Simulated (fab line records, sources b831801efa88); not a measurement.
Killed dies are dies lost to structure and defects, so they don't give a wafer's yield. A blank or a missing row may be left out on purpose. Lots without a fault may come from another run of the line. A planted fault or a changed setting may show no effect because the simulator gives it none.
A sampling plan put to the test | flow sky130 | one fab line, 59 faults that these records tell of, each judged on the records of the lots that it struck
The plan is the line's own looks: the steps of the route at which a gauge or an inspection reads the wafer and doesn't change it. A look can be judged if struck wafers have a number there and the file gives its usual mean and standard deviation on fault-free wafers. Caught: at a look after the fault's first step, the mean of the struck wafers lies 4 or more of those standard deviations (sigma) from the usual mean. On the tool: the same test on the tool's own readings at the fault's steps. Another recipe on the struck wafers, or a record that is blank for them alone, also counts as caught.

THE FAULTS, as the simulator had put them in
1. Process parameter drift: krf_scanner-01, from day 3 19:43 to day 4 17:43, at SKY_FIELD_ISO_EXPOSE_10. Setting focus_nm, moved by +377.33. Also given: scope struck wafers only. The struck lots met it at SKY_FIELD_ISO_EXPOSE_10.
2. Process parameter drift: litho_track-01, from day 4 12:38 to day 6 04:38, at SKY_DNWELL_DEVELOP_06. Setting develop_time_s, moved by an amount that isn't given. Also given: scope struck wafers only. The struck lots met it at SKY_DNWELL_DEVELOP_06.
3. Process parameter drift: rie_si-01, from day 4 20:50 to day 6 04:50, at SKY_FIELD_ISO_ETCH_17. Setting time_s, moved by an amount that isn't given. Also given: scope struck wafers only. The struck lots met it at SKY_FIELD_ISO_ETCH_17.
4. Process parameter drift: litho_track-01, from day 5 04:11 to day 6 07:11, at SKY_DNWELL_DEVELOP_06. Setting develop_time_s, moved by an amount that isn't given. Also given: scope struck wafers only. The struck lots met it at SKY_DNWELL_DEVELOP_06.
5. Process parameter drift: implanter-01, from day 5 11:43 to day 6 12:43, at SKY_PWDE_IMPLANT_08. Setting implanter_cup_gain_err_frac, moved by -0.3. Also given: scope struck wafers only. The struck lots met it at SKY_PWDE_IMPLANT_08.
6. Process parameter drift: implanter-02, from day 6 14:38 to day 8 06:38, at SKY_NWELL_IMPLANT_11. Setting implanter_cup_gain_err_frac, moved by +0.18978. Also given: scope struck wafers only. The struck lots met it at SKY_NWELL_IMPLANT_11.
7. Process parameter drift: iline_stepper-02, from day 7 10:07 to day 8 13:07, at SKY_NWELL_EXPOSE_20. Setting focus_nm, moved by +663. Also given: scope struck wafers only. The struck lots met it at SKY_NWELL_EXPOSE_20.
8. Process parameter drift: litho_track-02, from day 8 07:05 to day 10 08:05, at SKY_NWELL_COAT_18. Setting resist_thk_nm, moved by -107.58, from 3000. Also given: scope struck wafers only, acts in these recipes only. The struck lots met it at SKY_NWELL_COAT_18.
9. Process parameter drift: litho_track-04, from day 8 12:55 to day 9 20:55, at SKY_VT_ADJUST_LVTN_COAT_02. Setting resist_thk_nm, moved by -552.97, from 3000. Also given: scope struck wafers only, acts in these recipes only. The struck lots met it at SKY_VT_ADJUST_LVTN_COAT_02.
10. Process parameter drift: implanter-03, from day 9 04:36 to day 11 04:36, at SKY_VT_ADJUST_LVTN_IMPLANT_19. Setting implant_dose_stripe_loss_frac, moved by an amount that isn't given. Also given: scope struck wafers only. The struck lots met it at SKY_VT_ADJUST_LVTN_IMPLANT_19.
11. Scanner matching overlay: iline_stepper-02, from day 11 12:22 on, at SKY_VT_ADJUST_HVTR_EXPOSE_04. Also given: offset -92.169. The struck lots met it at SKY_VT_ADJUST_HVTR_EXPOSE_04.
12. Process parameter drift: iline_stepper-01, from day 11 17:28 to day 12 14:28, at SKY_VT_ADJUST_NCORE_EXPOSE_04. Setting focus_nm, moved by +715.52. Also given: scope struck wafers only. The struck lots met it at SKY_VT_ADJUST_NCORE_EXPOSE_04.
13. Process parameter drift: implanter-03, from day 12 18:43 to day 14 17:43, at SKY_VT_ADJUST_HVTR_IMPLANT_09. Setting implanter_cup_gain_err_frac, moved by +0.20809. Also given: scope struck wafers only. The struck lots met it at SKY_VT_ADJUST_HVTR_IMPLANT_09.
14. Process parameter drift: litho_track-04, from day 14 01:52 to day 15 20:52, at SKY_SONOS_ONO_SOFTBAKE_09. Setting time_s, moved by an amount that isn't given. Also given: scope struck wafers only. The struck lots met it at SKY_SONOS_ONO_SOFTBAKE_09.
15. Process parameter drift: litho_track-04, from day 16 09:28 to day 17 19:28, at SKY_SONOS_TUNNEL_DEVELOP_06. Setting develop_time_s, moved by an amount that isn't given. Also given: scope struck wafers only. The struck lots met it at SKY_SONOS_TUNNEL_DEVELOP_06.
16. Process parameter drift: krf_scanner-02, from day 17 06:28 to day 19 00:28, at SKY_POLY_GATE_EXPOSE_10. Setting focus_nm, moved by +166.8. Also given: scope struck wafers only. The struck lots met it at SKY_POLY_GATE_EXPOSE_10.
17. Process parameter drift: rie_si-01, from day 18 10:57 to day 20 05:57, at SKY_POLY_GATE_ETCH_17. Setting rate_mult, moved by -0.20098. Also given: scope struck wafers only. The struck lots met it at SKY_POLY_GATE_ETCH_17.
18. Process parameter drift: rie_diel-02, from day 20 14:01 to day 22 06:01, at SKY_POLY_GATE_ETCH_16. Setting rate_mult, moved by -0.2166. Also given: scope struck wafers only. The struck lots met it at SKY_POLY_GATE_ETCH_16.
19. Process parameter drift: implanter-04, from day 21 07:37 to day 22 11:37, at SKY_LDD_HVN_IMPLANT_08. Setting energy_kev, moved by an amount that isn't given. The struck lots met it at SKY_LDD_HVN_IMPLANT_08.
20. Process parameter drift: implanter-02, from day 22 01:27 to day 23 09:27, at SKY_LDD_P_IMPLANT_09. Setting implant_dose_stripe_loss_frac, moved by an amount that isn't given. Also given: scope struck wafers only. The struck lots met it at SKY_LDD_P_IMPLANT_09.
21. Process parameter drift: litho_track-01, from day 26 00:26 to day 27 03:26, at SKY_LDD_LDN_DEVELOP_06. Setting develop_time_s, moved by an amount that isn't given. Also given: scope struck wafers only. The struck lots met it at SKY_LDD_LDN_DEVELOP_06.
22. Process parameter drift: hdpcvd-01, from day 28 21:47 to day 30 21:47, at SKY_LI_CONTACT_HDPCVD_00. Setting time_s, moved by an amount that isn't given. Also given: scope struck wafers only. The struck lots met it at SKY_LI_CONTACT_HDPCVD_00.
23. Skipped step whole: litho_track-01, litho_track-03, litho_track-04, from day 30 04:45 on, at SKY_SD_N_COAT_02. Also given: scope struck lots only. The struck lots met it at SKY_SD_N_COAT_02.
24. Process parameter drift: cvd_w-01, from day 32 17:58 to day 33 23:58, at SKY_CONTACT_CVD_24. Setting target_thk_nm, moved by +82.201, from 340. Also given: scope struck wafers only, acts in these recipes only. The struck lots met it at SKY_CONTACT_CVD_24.
25. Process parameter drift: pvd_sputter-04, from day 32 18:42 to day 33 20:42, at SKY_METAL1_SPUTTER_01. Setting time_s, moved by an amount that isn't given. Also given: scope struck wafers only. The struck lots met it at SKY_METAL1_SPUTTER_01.
26. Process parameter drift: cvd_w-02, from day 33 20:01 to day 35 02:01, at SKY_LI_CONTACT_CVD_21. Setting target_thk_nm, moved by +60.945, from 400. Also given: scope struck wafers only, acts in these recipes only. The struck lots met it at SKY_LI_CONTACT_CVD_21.
27. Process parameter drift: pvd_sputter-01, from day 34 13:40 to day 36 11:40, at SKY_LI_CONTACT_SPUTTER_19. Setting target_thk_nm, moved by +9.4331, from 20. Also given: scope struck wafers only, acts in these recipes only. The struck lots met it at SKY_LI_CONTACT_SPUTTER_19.
28. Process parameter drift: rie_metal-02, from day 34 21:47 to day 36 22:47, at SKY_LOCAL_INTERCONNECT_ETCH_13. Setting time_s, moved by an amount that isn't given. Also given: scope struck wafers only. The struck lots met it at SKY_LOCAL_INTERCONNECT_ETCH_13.
29. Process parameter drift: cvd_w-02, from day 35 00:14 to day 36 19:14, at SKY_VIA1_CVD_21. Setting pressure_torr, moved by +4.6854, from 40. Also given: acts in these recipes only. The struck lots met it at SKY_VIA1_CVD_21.
30. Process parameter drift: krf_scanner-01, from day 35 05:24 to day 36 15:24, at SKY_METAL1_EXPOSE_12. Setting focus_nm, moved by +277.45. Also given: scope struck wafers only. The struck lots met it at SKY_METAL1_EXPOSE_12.
31. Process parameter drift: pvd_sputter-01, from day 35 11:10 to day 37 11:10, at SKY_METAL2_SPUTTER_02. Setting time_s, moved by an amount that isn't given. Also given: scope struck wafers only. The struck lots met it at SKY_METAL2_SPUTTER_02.
32. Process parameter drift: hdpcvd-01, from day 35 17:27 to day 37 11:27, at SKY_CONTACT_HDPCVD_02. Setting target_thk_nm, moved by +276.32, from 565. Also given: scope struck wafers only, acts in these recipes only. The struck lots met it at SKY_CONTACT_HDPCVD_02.
33. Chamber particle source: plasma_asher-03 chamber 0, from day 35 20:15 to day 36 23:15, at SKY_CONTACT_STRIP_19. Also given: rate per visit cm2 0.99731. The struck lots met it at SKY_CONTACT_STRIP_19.
34. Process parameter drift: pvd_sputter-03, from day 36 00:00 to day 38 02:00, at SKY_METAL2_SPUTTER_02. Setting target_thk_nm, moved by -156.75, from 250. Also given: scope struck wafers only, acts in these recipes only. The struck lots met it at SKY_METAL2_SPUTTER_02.
35. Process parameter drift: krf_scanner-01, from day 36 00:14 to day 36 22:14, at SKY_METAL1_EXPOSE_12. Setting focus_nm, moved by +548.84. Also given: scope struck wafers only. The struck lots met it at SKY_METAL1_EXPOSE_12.
36. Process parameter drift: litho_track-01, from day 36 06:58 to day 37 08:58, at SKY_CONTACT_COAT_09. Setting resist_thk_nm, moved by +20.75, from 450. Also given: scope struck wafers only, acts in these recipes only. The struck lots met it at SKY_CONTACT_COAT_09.
37. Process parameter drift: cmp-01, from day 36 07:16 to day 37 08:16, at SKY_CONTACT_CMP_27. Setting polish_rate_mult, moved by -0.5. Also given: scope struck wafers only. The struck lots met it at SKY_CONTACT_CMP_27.
38. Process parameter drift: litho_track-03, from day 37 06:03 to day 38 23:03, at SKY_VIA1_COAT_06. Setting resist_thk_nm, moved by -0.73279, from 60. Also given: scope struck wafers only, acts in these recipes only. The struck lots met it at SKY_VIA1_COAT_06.
39. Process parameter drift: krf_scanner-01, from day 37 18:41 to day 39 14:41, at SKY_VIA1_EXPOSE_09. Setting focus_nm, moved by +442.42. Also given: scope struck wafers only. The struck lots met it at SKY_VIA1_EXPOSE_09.
40. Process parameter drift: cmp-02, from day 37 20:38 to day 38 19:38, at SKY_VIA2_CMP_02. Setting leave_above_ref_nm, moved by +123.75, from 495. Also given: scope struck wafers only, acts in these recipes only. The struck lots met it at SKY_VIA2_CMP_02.
41. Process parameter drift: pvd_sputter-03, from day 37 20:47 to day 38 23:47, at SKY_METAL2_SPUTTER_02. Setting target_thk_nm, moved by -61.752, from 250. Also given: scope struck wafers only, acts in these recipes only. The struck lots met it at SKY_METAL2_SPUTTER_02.
42. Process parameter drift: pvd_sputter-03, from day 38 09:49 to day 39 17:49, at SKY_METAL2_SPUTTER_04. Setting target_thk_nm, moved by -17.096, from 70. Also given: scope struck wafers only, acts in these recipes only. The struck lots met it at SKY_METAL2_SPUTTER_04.
43. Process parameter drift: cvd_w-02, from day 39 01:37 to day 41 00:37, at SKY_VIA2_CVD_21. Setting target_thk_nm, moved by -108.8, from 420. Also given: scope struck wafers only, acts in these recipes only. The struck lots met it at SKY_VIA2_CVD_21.
44. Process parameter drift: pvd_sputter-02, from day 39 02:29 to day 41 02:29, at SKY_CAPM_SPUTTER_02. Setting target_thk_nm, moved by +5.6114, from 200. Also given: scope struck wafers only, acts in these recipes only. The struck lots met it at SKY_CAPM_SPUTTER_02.
45. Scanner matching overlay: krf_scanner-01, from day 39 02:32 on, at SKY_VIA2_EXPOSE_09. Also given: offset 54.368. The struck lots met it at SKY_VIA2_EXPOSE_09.
46. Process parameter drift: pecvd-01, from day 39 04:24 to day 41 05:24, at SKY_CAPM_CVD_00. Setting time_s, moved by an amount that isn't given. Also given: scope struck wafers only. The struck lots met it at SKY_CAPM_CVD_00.
47. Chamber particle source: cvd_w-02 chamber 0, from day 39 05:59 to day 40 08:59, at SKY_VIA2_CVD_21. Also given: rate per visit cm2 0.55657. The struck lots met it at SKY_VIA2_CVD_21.
48. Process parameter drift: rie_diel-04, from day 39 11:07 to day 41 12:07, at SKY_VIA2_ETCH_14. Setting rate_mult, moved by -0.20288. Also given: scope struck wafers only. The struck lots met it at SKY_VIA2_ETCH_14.
49. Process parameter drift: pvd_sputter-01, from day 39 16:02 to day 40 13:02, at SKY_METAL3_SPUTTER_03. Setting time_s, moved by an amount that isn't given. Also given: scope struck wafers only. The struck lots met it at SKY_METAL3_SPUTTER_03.
50. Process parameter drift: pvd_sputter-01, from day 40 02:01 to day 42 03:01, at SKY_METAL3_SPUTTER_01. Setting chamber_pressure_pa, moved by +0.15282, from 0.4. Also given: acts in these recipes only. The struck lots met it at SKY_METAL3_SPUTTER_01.
51. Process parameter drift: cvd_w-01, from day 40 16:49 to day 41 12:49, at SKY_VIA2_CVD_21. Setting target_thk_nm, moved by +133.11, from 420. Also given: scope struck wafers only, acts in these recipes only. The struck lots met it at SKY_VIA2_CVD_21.
52. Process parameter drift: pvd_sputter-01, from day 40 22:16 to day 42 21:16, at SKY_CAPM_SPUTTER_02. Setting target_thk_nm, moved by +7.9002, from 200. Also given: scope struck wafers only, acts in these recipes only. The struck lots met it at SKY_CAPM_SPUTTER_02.
53. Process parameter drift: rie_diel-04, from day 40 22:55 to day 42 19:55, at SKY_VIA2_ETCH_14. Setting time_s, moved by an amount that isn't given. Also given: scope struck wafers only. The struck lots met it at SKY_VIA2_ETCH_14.
54. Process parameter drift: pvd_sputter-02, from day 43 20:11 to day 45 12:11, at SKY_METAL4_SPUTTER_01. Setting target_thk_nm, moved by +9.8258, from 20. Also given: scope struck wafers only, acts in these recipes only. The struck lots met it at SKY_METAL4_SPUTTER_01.
55. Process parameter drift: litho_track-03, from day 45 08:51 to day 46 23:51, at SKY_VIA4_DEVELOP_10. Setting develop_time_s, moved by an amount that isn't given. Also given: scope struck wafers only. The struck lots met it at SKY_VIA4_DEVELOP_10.
56. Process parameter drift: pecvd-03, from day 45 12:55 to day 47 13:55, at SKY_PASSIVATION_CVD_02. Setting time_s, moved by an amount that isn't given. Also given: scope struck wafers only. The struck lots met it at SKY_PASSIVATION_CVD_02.
57. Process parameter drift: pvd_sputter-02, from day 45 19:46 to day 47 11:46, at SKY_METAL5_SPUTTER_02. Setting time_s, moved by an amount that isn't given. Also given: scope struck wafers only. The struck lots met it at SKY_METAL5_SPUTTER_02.
58. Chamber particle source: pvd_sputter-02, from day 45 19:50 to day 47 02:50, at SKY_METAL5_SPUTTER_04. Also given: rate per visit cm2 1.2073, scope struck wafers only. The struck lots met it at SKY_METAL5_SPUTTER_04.
59. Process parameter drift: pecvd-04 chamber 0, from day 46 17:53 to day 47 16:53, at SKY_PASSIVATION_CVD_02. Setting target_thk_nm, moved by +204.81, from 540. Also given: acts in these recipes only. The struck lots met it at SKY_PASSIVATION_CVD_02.

WHAT THE PLAN SAW
fault | on the tool itself                               | first look that catches it                      | reading, sigma                                        | median hours from its first step to that look | hours from the fault's start to the first struck lot there | judged looks passed uncaught
1     | under 2 sigma                                    | SKY_FIELD_ISO_CD_MEAS_13                        | cd_nm -40                                             | 8.8                                           | 13                                                         | 0
2     | under 2 sigma                                    | none of the 5 looks that can be judged after it | -                                                     | -                                             | -                                                          | 5
3     | run_length_s +18 sigma                           | no look after it can be judged                  | -                                                     | -                                             | -                                                          | 0
4     | no reading that can be judged                    | SKY_DNWELL_TW_MEAS_09                           | DNWELL_TW -75                                         | 1.2                                           | 7                                                          | 0
5     | beam_on_s +18 sigma                              | SKY_PWDE_TW_MEAS_10                             | PWDE_TW +21                                           | 0.3                                           | 4                                                          | 0
6     | faraday_current_uA +9.1 sigma                    | SKY_NWELL_TW_MEAS_15                            | NWELL_TW -7.3                                         | 0.5                                           | 4                                                          | 0
7     | under 2 sigma                                    | none of the 7 looks that can be judged after it | -                                                     | -                                             | -                                                          | 7
8     | under 2 sigma                                    | not the one look that can be judged after it    | -                                                     | -                                             | -                                                          | 1
9     | under 2 sigma                                    | not the one look that can be judged after it    | -                                                     | -                                             | -                                                          | 1
10    | under 2 sigma                                    | none of the 7 looks that can be judged after it | -                                                     | -                                             | -                                                          | 7
11    | no reading that can be judged                    | SKY_VT_ADJUST_HVTR_OVL_MEAS_08                  | VT_ADJUST_HVTR_OVL -60                                | 12.2                                          | 16                                                         | 0
12    | no reading that can be judged                    | SKY_VT_ADJUST_NCORE_CD_MEAS_07                  | cd_nm -4.4                                            | 12.2                                          | 14                                                         | 0
13    | faraday_current_uA +8.6 sigma                    | SKY_VT_ADJUST_HVTR_TW_MEAS_11                   | VT_ADJUST_HVTR_TW -7.4                                | 0.2                                           | 14                                                         | 0
14    | heater_power_total_W +99 or beyond sigma         | no look after it can be judged                  | -                                                     | -                                             | -                                                          | 0
15    | no reading that can be judged                    | SKY_SONOS_TUNNEL_CD_MEAS_07                     | cd_nm -6.1                                            | 0.1                                           | 11                                                         | 0
16    | no reading that can be judged                    | SKY_POLY_GATE_CD_MEAS_13                        | cd_nm -11                                             | 15.0                                          | 15                                                         | 0
17    | oes_product_au -18 sigma                         | not the one look that can be judged after it    | -                                                     | -                                             | -                                                          | 1
18    | under 2 sigma                                    | no look after it can be judged                  | -                                                     | -                                             | -                                                          | 0
19    | beam_energy_keV +99 or beyond sigma              | SKY_LDD_HVN_TW_MEAS_10                          | LDD_HVN_TW +18                                        | 0.2                                           | 3                                                          | 0
20    | no reading that can be judged                    | none of the 5 looks that can be judged after it | -                                                     | -                                             | -                                                          | 5
21    | under 2 sigma                                    | SKY_LDD_LDN_TW_MEAS_13                          | LDD_LDN_TW -99 or beyond                              | 0.9                                           | 1                                                          | 0
22    | run_length_s +99 or beyond sigma                 | SKY_LI_CONTACT_THK_MEAS_01                      | LI_CONTACT_HDPCVD_THK +74                             | 0.1                                           | 2                                                          | 0
23    | the tool's record is blank for the struck wafers | no look after it can be judged                  | -                                                     | -                                             | -                                                          | 0
24    | under 2 sigma                                    | SKY_CONTACT_RS_MEAS_25                          | CONTACT_W_RS -9.7                                     | 0.1                                           | 1                                                          | 0
25    | under 2 sigma                                    | no look after it can be judged                  | -                                                     | -                                             | -                                                          | 0
26    | under 2 sigma                                    | SKY_LI_CONTACT_RS_MEAS_22                       | LI_CONTACT_W_RS -8.0                                  | 0.2                                           | 7                                                          | 0
27    | under 2 sigma                                    | no look after it can be judged                  | -                                                     | -                                             | -                                                          | 0
28    | oes_product_au -5.4 sigma                        | no look after it can be judged                  | -                                                     | -                                             | -                                                          | 0
29    | chamber_pressure_Torr +52 sigma                  | none of the 2 looks that can be judged after it | strongest: VIA1_W_THK at SKY_VIA1_THK_MEAS_23, +3.8   | -                                             | -                                                          | 2
30    | under 2 sigma                                    | SKY_METAL1_CD_MEAS_15                           | cd_nm -30                                             | 12.7                                          | 21                                                         | 0
31    | under 2 sigma                                    | SKY_METAL2_RS_MEAS_05                           | METAL2_ALCU_RS -14                                    | 0.1                                           | 2                                                          | 0
32    | no reading that can be judged                    | SKY_CONTACT_THK_MEAS_03                         | CONTACT_HDPCVD_THK +47                                | 0.1                                           | 3                                                          | 0
33    | under 2 sigma                                    | no look after it can be judged                  | -                                                     | -                                             | -                                                          | 0
34    | under 2 sigma                                    | SKY_METAL2_RS_MEAS_05                           | METAL2_ALCU_RS +99 or beyond                          | 0.1                                           | 41                                                         | 0
35    | no reading that can be judged                    | no look after it can be judged                  | -                                                     | -                                             | -                                                          | 0
36    | under 2 sigma                                    | no look after it can be judged                  | -                                                     | -                                             | -                                                          | 0
37    | overpolish_run_s -99 or beyond sigma             | no look after it can be judged                  | -                                                     | -                                             | -                                                          | 0
38    | under 2 sigma                                    | none of the 2 looks that can be judged after it | -                                                     | -                                             | -                                                          | 2
39    | no reading that can be judged                    | SKY_VIA1_CD_MEAS_12                             | cd_nm -77                                             | 12.7                                          | 29                                                         | 0
40    | under 2 sigma                                    | no look after it can be judged                  | -                                                     | -                                             | -                                                          | 0
41    | under 2 sigma                                    | SKY_METAL2_RS_MEAS_05                           | METAL2_ALCU_RS +30                                    | 0.1                                           | 4                                                          | 0
42    | under 2 sigma                                    | SKY_METAL2_THK_MEAS_06                          | METAL2_ALCU_THK +5.2                                  | 0.2                                           | 27                                                         | 0
43    | under 2 sigma                                    | SKY_VIA2_RS_MEAS_22                             | VIA2_W_RS +18                                         | 0.1                                           | 0                                                          | 0
44    | under 2 sigma                                    | none of the 2 looks that can be judged after it | strongest: CAPM_TIN_THK at SKY_CAPM_THK_MEAS_04, +3.5 | -                                             | -                                                          | 2
45    | no reading that can be judged                    | SKY_VIA2_OVL_MEAS_13                            | VIA2_OVL +8.9                                         | 12.3                                          | 17                                                         | 1
46    | under 2 sigma                                    | SKY_CAPM_THK_MEAS_01                            | CAPM_CVD_00_THK +12                                   | 0.0                                           | 19                                                         | 0
47    | under 2 sigma                                    | no look after it can be judged                  | -                                                     | -                                             | -                                                          | 0
48    | under 2 sigma                                    | no look after it can be judged                  | -                                                     | -                                             | -                                                          | 0
49    | under 2 sigma                                    | no look after it can be judged                  | -                                                     | -                                             | -                                                          | 0
50    | chamber_pressure_pa +99 or beyond sigma          | no look after it can be judged                  | -                                                     | -                                             | -                                                          | 0
51    | under 2 sigma                                    | SKY_VIA2_RS_MEAS_22                             | VIA2_W_RS -13                                         | 0.1                                           | 11                                                         | 0
52    | under 2 sigma                                    | none of the 2 looks that can be judged after it | strongest: CAPM_TIN_RS at SKY_CAPM_RS_MEAS_03, -3.9   | -                                             | -                                                          | 2
53    | oes_product_au +16 sigma                         | no look after it can be judged                  | -                                                     | -                                             | -                                                          | 0
54    | under 2 sigma                                    | no look after it can be judged                  | -                                                     | -                                             | -                                                          | 0
55    | under 2 sigma                                    | none of the 6 looks that can be judged after it | -                                                     | -                                             | -                                                          | 6
56    | under 2 sigma                                    | SKY_PASSIVATION_THK_MEAS_03                     | PASSIVATION_CVD_02_THK +8.6                           | 0.2                                           | 17                                                         | 0
57    | under 2 sigma                                    | SKY_METAL5_RS_MEAS_05                           | METAL5_ALCU_RS +5.7                                   | 0.1                                           | 13                                                         | 0
58    | under 2 sigma                                    | no look after it can be judged                  | -                                                     | -                                             | -                                                          | 0
59    | under 2 sigma                                    | SKY_PASSIVATION_THK_MEAS_03                     | PASSIVATION_CVD_02_THK +29                            | 0.2                                           | 5                                                          | 0
A dash: the fault isn't caught, or these records don't give the number.

Caught at a look: 28 of 59. Caught on the tool: 14 of 59. By one or the other: 37 of 59.
Caught on the tool alone: faults 3, 14, 17, 23, 28, 29, 37, 50, 53.
Caught at a look alone: faults 1, 4, 11, 12, 15, 16, 21, 24, 26, 30, 31, 32, 34, 39, 41, 42, 43, 45, 46, 51, 56, 57, 59.
Caught by neither: faults 2, 7, 8, 9, 10, 18, 20, 25, 27, 33, 35, 36, 38, 40, 44, 47, 48, 49, 52, 54, 55, 58.

THINNER SAMPLING
If the look that catches a fault measured only every second or every third lot, by lot number, the first struck lot would be measured this late in the worst case:
fault | struck lots at that look, in order of time | every lot | every second lot | every third lot
1     | L777, L780                                 | 13 h      | 30 h             | may miss all 2
4     | L459, L461, L462                           | 7 h       | 23 h             | may miss all 3
5     | L284, L287                                 | 4 h       | 23 h             | may miss all 2
6     | L537, L539, L540                           | 4 h       | 21 h             | may miss all 3
11    | L260, L263, L265, L266                     | 16 h      | 38 h             | may miss all 4
12    | L871, L872                                 | 14 h      | 22 h             | may miss all 2
13    | L681, L685                                 | 14 h      | may miss all 2   | may miss all 2
15    | L295, L296                                 | 11 h      | 19 h             | may miss all 2
16    | L241, L243, L245                           | 15 h      | may miss all 3   | 53 h
19    | L162, L164                                 | 3 h       | may miss all 2   | may miss all 2
21    | L319                                       | 1 h       | may miss it      | may miss it
22    | L742, L744, L745                           | 2 h       | 43 h             | may miss all 3
24    | L893, L896, L895                           | 1 h       | 6 h              | may miss all 3
26    | L516, L519                                 | 7 h       | 28 h             | may miss all 2
30    | L127, L128                                 | 21 h      | 33 h             | may miss all 2
31    | L657                                       | 2 h       | may miss it      | may miss it
32    | L168, L171, L172                           | 3 h       | 16 h             | may miss all 3
34    | L765                                       | 41 h      | may miss it      | may miss it
39    | L291, L294                                 | 29 h      | 51 h             | may miss all 2
41    | L643, L644                                 | 4 h       | 6 h              | may miss all 2
42    | L238                                       | 27 h      | may miss it      | may miss it
43    | L373, L375, L376                           | 0 h       | 21 h             | may miss all 3
45    | L224, L225, L228                           | 17 h      | 25 h             | may miss all 3
46    | L473                                       | 19 h      | may miss it      | may miss it
51    | L872                                       | 11 h      | may miss it      | may miss it
56    | L914, L917, L920                           | 17 h      | 35 h             | may miss all 3
57    | L897                                       | 13 h      | may miss it      | may miss it
59    | L164, L165                                 | 5 h       | 11 h             | may miss all 2
Hours are from the fault's start to the first struck lot that is measured. The limit of 4 sigma was tested on all struck wafers together, so one lot alone may lie under it. Other struck lots may not be in these records.

THE LONGEST TIMED WAY FROM STEP TO LOOK
Fault 16: a median of 15.0 hours passes between SKY_POLY_GATE_EXPOSE_10 and SKY_POLY_GATE_CD_MEAS_13. No look between them can be judged.
